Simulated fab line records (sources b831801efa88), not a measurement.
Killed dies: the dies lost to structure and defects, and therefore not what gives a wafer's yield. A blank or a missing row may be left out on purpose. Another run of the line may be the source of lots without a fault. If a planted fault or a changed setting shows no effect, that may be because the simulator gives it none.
Code-filled problem report in 8D (eight disciplines) form | flow sfq line | the parts of the form that need people (team, actions taken, sign-off) are left out

1. WHAT WENT WRONG
Wafers without a fault read 700.0 nm, standard deviation 1.5; cd nm at SFQ_TRILAYER_JJ_CE_METRO_MEASURE_117 reads a mean of 671.6 nm on 3 wafers belonging to 3 lots. Measured from the usual mean, that is -19 standard deviations.
First seen on wafer L128.3, day 42 12:51, on cd sem-02. The record holds 42 wafers of 15 lots with a number at this step. Rule for "out" (also "out of limits"): further than 4 standard deviations from the usual mean. Any other wafer with a number is counted as sound.

2. WHAT IT IS; WHAT IT IS NOT
question                    | is                     | is not
which readings at this step | cd nm                  | -
which lots                  | L128, L131, L134       | L123, L124, L125, L126, L136, L137, L140, L141, L142, L144, L145, L146
which wafers of those lots  | L128.3, L131.3, L134.6 | L128.1, L131.5, L134.1
read on which tools         | cd sem-01, cd sem-02   | -
when                        | from day 42 12:51      | up to then (13 sound wafers); but 26 sound wafers of L131, L134, L136, L137, L140, L141, L142, L144, L145, L146 came after

3. SUSPECTS, AND WHAT RULES EACH OUT
Counting: any tool at a process step up to the reading remains a suspect provided it ran every lot that is out. Sound lots after the first of them don't rule it out here, since some wafers of a struck lot are sound.
- litho track-03 at SFQ_TRILAYER_JJ_CE_LITHO_PEB_117 (peb time 60 s): kept. Ran every lot that is out, first one L128 (day 42 12:31); last sound lot up to then L125 (day 41 11:31).
The count leaves litho track-03 at SFQ_TRILAYER_JJ_CE_LITHO_PEB_117.

4. THE CAUSE (what the simulator had put in)
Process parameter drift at SFQ_TRILAYER_JJ_CE_LITHO_PEB_117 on litho track-03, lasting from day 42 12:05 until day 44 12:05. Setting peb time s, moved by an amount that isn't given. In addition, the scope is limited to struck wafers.
This tool alone remained once counting was done.

5. THE CHAIN OF EFFECTS, in route order
One row per reading whose mean, taken over the struck wafers that have a number, lies over 3 standard deviations from the usual. Only readings for which the record gives a usual standard deviation are gone through. hours: the time from each lot's start at the first step in this table that gives one to its start at this step, as a median over the lots. sigmas: the change in usual standard deviations.
hours | step                                 | reading | usual    | on struck wafers | change | sigmas
0     | SFQ_TRILAYER_JJ_CE_METRO_MEASURE_117 | cd nm   | 700.0 nm | 671.6            | -28.4  | -19
The process steps in it:
- SFQ_TRILAYER_JJ_CE_METRO_MEASURE_117

6. WHAT WOULD HAVE CAUGHT IT SOONER
In this record the first reading out of limits was taken at day 42 12:51, 1 hour after the fault began at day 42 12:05.
Tool readings at SFQ_TRILAYER_JJ_CE_LITHO_PEB_117 with a usual standard deviation given in the record: none out on any struck wafer, hence no alarm at a limit of 4 standard deviations on them.
Lots out: 3; of these, L131, L134 started SFQ_TRILAYER_JJ_CE_LITHO_PEB_117 on litho track-03 after day 42 12:51. A hold on the tool at that time would have spared those 2.
